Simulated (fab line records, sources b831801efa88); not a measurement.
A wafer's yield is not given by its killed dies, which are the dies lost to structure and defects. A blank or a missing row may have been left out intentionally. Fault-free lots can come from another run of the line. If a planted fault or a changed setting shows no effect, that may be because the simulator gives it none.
Which tool is to blame?	flow sfq-line	7 lots with 21 wafers sampled at 4 steps, on a route of 325 steps

== WHAT THE GAUGES SHOWED, per wafer ==
SFQ_M8_THK_MEAS_950: measures by xrf.
lot	measured	on	M8_AU_THK (nm)
L480	day 81 18:25	film-metro-03	177.1 177.5 179.6
L484	day 83 23:14	film-metro-02	180.9 179.4 179.8
L489	day 85 17:35	film-metro-04	177.5 173.8 175.8
L492	day 86 05:41	film-metro-02	178.5 176.9 177.7
L495	day 86 10:33	film-metro-02	179.0 179.7 177.8
L499	day 87 00:59	film-metro-04	175.4 176.6 177.8
L502	day 87 13:59	film-metro-03	179.2 179.1 176.8

== EACH LOT AND THE TOOL THAT RAN IT (in order: tool; ch and the chambers of the sampled wafers; start) ==
lot	SFQ_TRILAYER_L0_CAP_PECVD_011	SFQ_TRILAYER_L0_VIA_ETCH_VIA_ETCH_016	SFQ_TRILAYER_R5_DEP_SPUTTER_134
L480	pecvd-02 ch 0,2, day 2 15:55	rie-diel-03 ch 0,2,3, day 3 21:32	pvd-sputter-04, day 55 06:20
L484	pecvd-03 ch 1,2, day 3 20:28	rie-diel-02 ch 0,1,3, day 5 01:41	pvd-sputter-04, day 58 20:38
L489	pecvd-03 ch 0,2, day 4 20:29	rie-diel-03 ch 0,1,2, day 5 19:41	pvd-sputter-05, day 61 11:16
L492	pecvd-02 ch 1,2, day 5 09:41	rie-diel-02 ch 1,2,3, day 6 12:32	pvd-sputter-04, day 61 19:42
L495	pecvd-04 ch 0,1,2, day 5 21:41	rie-diel-03 ch 0,2,3, day 6 23:20	pvd-sputter-04, day 62 04:42
L499	pecvd-02 ch 0,2, day 6 20:33	rie-diel-04 ch 0,1,2, day 7 20:56	pvd-sputter-05, day 63 01:50
L502	pecvd-04 ch 0,1,2, day 7 09:45	rie-diel-03 ch 0,2,3, day 8 07:44	pvd-sputter-04, day 63 13:43
- SFQ_TRILAYER_L0_CAP_PECVD_011: deposits SiO2 from SiH4/N2O, time 13.333 s, target thk 60 nm.
- SFQ_TRILAYER_L0_VIA_ETCH_VIA_ETCH_016: etches SiO2 in CHF3, stops on MoNx KI, target depth 80 nm.
- SFQ_TRILAYER_R5_DEP_SPUTTER_134: material Ti, target thk 5 nm, time 5 s.

== THE ANSWER, worked out from the rows above alone ==
Rule: what is usual is taken from the lots themselves. Put in order of their means at a reading, lots are off if they are a third of the lots or fewer, leave a main group of 4 or more, and stand apart from it by a gap of 3 or more times the standard deviation of the main group's means; of several such gaps the widest counts. Not used: any main group whose means are identical at the precision the tables above print for the reading. A lot without any number at a reading at which 4 lots or more have one is off too. Any other lot the step has rows for is counted as sound.
Across all readings shown, no lot is off: no conclusion can be drawn from this.

== WHAT THE SIMULATOR HAD PUT IN ==
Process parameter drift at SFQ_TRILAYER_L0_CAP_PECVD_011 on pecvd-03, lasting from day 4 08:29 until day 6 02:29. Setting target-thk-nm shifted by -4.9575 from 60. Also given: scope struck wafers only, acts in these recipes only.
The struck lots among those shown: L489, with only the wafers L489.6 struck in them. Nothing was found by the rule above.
